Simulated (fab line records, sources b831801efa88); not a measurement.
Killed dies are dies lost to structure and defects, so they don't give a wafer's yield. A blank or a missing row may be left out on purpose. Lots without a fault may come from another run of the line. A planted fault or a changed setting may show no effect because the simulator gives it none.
Which tool did it? | flow gf180mcu | 24 lots, 72 wafers sampled, at 4 steps of a route of 602

WHAT THE GAUGES READ, wafer by wafer
GF_V4_CD_MEAS_14: target cd 260 nm. Usual: cd_nm 260.0 nm, standard deviation 1.3.
lot  | measured     | on        | cd_nm (nm)        | flag
L074 | day 24 15:36 | cd_sem-01 | 260.4 260.8 259.6 |
L075 | day 24 18:43 | cd_sem-02 | 258.3 258.3 258.2 |
L076 | day 25 03:28 | cd_sem-02 | 259.4 257.9 259.8 |
L077 | day 25 08:25 | cd_sem-01 | 258.7 259.8 258.8 |
L078 | day 25 20:10 | cd_sem-01 | 259.0 259.9 260.7 |
L079 | day 26 03:28 | cd_sem-02 | 258.5 258.9 260.3 |
L080 | day 26 12:15 | cd_sem-01 | 262.1 260.3 260.3 |
L081 | day 26 22:42 | cd_sem-01 | 260.1 259.9 258.9 |
L082 | day 27 04:27 | cd_sem-01 | 263.4 262.4 261.8 |
L083 | day 27 13:00 | cd_sem-01 | 260.5 259.6 260.3 |
L084 | day 27 21:24 | cd_sem-01 | 259.9 260.4 261.7 |
L085 | day 28 01:17 | cd_sem-01 | 261.1 260.2 261.0 |
L086 | day 28 14:42 | cd_sem-01 | 258.3 259.2 259.7 |
L087 | day 28 15:05 | cd_sem-02 | 260.8 262.3 259.8 |
L088 | day 29 14:17 | cd_sem-02 | 261.7 261.1 261.1 |
L090 | day 29 20:26 | cd_sem-02 | 259.3 259.1 259.4 |
L089 | day 29 22:14 | cd_sem-01 | 259.0 259.5 260.1 |
L091 | day 29 23:34 | cd_sem-01 | 259.0 260.4 259.5 |
L092 | day 30 01:43 | cd_sem-02 | 262.0 261.6 262.7 |
L093 | day 30 06:34 | cd_sem-01 | 259.2 259.4 258.5 |
L094 | day 30 21:50 | cd_sem-02 | 260.6 260.8 259.8 |
L095 | day 31 04:23 | cd_sem-02 | 258.3 257.5 259.0 |
L096 | day 31 10:38 | cd_sem-02 | 259.3 259.6 259.4 |
L097 | day 31 18:35 | cd_sem-02 | 261.3 260.4 261.5 |

GF_V4_OVL_MEAS_15. Usual: V4_OVL 1 nm, standard deviation 4.9.
lot  | measured     | on         | V4_OVL (nm) | flag
L074 | day 24 15:41 | overlay-01 | 3 2 -3      |
L075 | day 24 18:49 | overlay-02 | 0 -5 -2     |
L076 | day 25 03:35 | overlay-01 | -3 3 -1     |
L077 | day 25 08:32 | overlay-01 | -1 -4 6     |
L078 | day 25 20:17 | overlay-01 | 9 7 3       |
L079 | day 26 03:35 | overlay-02 | 0 0 0       |
L080 | day 26 12:22 | overlay-02 | 8 1 6       |
L081 | day 26 22:49 | overlay-02 | -11 -1 -7   |
L082 | day 27 04:34 | overlay-02 | 8 6 12      |
L083 | day 27 13:07 | overlay-02 | -4 2 2      |
L084 | day 27 21:31 | overlay-01 | 2 5 4       |
L085 | day 28 01:23 | overlay-02 | -3 0 4      |
L086 | day 28 14:49 | overlay-02 | -6 1 -5     |
L087 | day 28 15:11 | overlay-02 | 1 0 -13     |
L088 | day 29 14:25 | overlay-02 | -3 -1 4     |
L090 | day 29 20:34 | overlay-02 | -4 -7 -6    |
L089 | day 29 22:20 | overlay-02 | 9 6 6       |
L091 | day 29 23:41 | overlay-02 | 3 2 5       |
L092 | day 30 01:49 | overlay-02 | 1 -9 -6     |
L093 | day 30 06:41 | overlay-01 | 2 3 2       |
L094 | day 30 21:58 | overlay-02 | 10 14 10    |
L095 | day 31 04:31 | overlay-01 | 10 6 3      |
L096 | day 31 10:45 | overlay-01 | -2 6 3      |
L097 | day 31 18:43 | overlay-01 | 0 -1 4      |

WHICH TOOL RAN EACH LOT (tool, then ch and the chambers of the sampled wafers, then the start)
lot  | GF_V2_CMP_04                  | GF_M4_SPUTTER_04
L074 | cmp-02 ch 0,1,2, day 19 10:52 | pvd_sputter-01, day 22 16:29
L075 | cmp-02 ch 1,2,3, day 19 13:58 | pvd_sputter-04, day 22 19:40
L076 | cmp-01 ch 0,1,2, day 20 00:35 | pvd_sputter-03, day 23 05:26
L077 | cmp-02 ch 0,2,3, day 20 08:14 | pvd_sputter-04, day 23 12:27
L078 | cmp-02 ch 1,2,3, day 20 16:26 | pvd_sputter-01, day 23 20:17
L079 | cmp-01 ch 1,2, day 21 02:44   | pvd_sputter-04, day 24 05:52
L080 | cmp-02 ch 1,2,3, day 21 12:35 | pvd_sputter-03, day 24 16:01
L081 | cmp-02 ch 1,3, day 22 02:09   | pvd_sputter-01, day 25 03:17
L082 | cmp-01 ch 0,3, day 22 09:20   | pvd_sputter-01, day 25 09:17
L083 | cmp-02 ch 0,2,3, day 22 18:38 | pvd_sputter-03, day 25 18:50
L084 | cmp-01 ch 1,2,3, day 23 03:32 | pvd_sputter-01, day 26 03:53
L085 | cmp-01 ch 0,2,3, day 23 07:38 | pvd_sputter-03, day 26 06:23
L086 | cmp-02 ch 0,2, day 23 21:22   | pvd_sputter-03, day 26 21:42
L087 | cmp-02 ch 0,1,2, day 23 22:46 | pvd_sputter-04, day 26 23:06
L088 | cmp-01 ch 0,1,2, day 25 01:33 | pvd_sputter-01, day 27 21:47
L090 | cmp-02 ch 2,3, day 25 09:47   | pvd_sputter-03, day 28 05:14
L089 | cmp-01 ch 0,2,3, day 25 11:16 | pvd_sputter-03, day 28 06:27
L091 | cmp-02 ch 1,2,3, day 25 13:44 | pvd_sputter-04, day 28 07:29
L092 | cmp-01 ch 1,2, day 25 16:17   | pvd_sputter-04, day 28 10:04
L093 | cmp-01 ch 1,2, day 25 22:53   | pvd_sputter-04, day 28 16:09
L094 | cmp-02 ch 0,1,2, day 26 15:55 | pvd_sputter-03, day 29 07:48
L095 | cmp-01 ch 0,2,3, day 26 22:28 | pvd_sputter-03, day 29 14:34
L096 | cmp-02 ch 0,1,2, day 27 06:44 | pvd_sputter-04, day 29 21:35
L097 | cmp-02 ch 0,2, day 27 14:52   | pvd_sputter-03, day 30 05:41
- GF_V2_CMP_04: polishes SiO2.
- GF_M4_SPUTTER_04: material TiN, target thk 50 nm, time 41.7 s.

WHAT THE TOOLS THEMSELVES READ (means of the sampled wafers that have a number; where no wafer has one, the mark that the record gives instead)
GF_V2_CMP_04. Usual: motor_current_A 12.0 A, standard deviation 1.1; slurry_filter_dp_kPa 13.51 kPa, standard deviation 0.13; time_to_endpoint_s 82 s, standard deviation 5.6.
lot  | tool   | motor_current_A (A) | slurry_filter_dp_kPa (kPa) | time_to_endpoint_s (s) | flag
L074 | cmp-02 | 11.8                | 13.55                      | 76                     |
L075 | cmp-02 | 11.7                | 13.36                      | 80                     |
L076 | cmp-01 | 11.9                | 13.44                      | 82                     |
L077 | cmp-02 | 11.8                | 13.53                      | 81                     |
L078 | cmp-02 | 11.8                | 13.59                      | 80                     |
L079 | cmp-01 | 11.1                | 13.54                      | 77                     |
L080 | cmp-02 | 12.0                | 13.45                      | 74                     |
L081 | cmp-02 | 12.8                | 13.46                      | 75                     |
L082 | cmp-01 | 13.7                | 13.54                      | 79                     |
L083 | cmp-02 | 12.2                | 13.51                      | 79                     |
L084 | cmp-01 | 11.6                | 13.54                      | 90                     |
L085 | cmp-01 | 12.6                | 13.61                      | 87                     |
L086 | cmp-02 | 11.4                | 13.48                      | 82                     |
L087 | cmp-02 | 12.0                | 13.56                      | 82                     |
L088 | cmp-01 | 12.1                | 13.44                      | 81                     |
L090 | cmp-02 | 12.2                | 13.43                      | 90                     |
L089 | cmp-01 | 12.6                | 13.47                      | 83                     |
L091 | cmp-02 | 11.7                | 13.54                      | 86                     |
L092 | cmp-01 | 10.6                | 13.46                      | 85                     |
L093 | cmp-01 | 10.9                | 13.54                      | 77                     |
L094 | cmp-02 | 11.6                | 13.51                      | 80                     |
L095 | cmp-01 | 12.2                | 13.41                      | 75                     |
L096 | cmp-02 | 11.8                | 13.54                      | 87                     |
L097 | cmp-02 | 11.4                | 13.48                      | 82                     |

GF_M4_SPUTTER_04. Usual: throttle_valve_pct 30.6 %, standard deviation 0.9.
lot  | tool           | throttle_valve_pct (%) | flag
L074 | pvd_sputter-01 | 30.4                   |
L075 | pvd_sputter-04 | 30.2                   |
L076 | pvd_sputter-03 | 30.1                   |
L077 | pvd_sputter-04 | 30.8                   |
L078 | pvd_sputter-01 | 30.3                   |
L079 | pvd_sputter-04 | 31.1                   |
L080 | pvd_sputter-03 | 29.9                   |
L081 | pvd_sputter-01 | 31.7                   |
L082 | pvd_sputter-01 | 30.6                   |
L083 | pvd_sputter-03 | 30.1                   |
L084 | pvd_sputter-01 | 31.2                   |
L085 | pvd_sputter-03 | 30.3                   |
L086 | pvd_sputter-03 | 30.1                   |
L087 | pvd_sputter-04 | 30.6                   |
L088 | pvd_sputter-01 | 32.2                   |
L090 | pvd_sputter-03 | 29.8                   |
L089 | pvd_sputter-03 | 29.9                   |
L091 | pvd_sputter-04 | 31.0                   |
L092 | pvd_sputter-04 | 30.6                   |
L093 | pvd_sputter-04 | 31.1                   |
L094 | pvd_sputter-03 | 30.4                   |
L095 | pvd_sputter-03 | 30.2                   |
L096 | pvd_sputter-04 | 30.9                   |
L097 | pvd_sputter-03 | 30.0                   |

THE ANSWER, worked out from the rows above alone
Rule: a lot is off if the mean of its wafers that have a number lies more than 3 standard deviations from the usual mean. A lot without any number at a reading at which 4 lots or more have one is off too. The other lots that the step has rows for count as sound. The gauges are gone through in route order, then the tools' own readings, and for those a lot's mean is taken as printed above. The first step at which some lot is off is used, and at that step the reading that is off furthest; a lot without a number counts as furthest.
No lot is off at any reading shown: from this, nothing can be told.

WHAT THE SIMULATOR HAD PUT IN
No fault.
